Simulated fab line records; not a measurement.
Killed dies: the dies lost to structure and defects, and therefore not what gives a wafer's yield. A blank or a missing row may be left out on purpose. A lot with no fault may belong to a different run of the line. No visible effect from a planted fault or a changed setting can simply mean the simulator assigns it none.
Which tool was responsible? | flow gf180mcu | 6 lots (18 wafers sampled), 1 step of a 602-step route

WHAT THE GAUGES READ, wafer by wafer
GF_NSD_OVL_MEAS_08.
lot  | measured     | on         | NSD_OVL (nm)
L872 | day 13 20:47 | overlay-02 | -0.1 -0.9 0.2
L875 | day 14 23:02 | overlay-01 | -0.6 0.1 -1.3
L879 | day 16 03:08 | overlay-01 | 1.1 0.0 0.5
L881 | day 16 22:25 | overlay-02 | -1.0 0.6 -1.3
L887 | day 18 20:46 | overlay-02 | -1.2 -2.6 -2.0
L892 | day 20 21:41 | overlay-02 | 0.3 1.7 1.0

EACH LOT AND THE TOOL THAT RAN IT (in order: tool; ch and the chambers of the sampled wafers; start)
Record: no process step prior to these readings.

THE ANSWER, worked out from the rows above alone
Rule: usual is defined by the lots themselves. The widest of any qualifying gaps counts: lots, ordered by their means at a reading, are off when they make up no more than a third of the lots, leave a main group of 4 or more, and stand apart from it by 3 or more times the standard deviation of that group's means. A main group whose means are all the same, to the digits that the tables above print for the reading, isn't used. Also off: a lot with no number at a reading for which 4 or more lots have one. The other lots that the step has rows for count as sound.
No lot is off at any reading shown: from this, nothing can be told.

WHAT WAS PUT IN BY THE SIMULATOR
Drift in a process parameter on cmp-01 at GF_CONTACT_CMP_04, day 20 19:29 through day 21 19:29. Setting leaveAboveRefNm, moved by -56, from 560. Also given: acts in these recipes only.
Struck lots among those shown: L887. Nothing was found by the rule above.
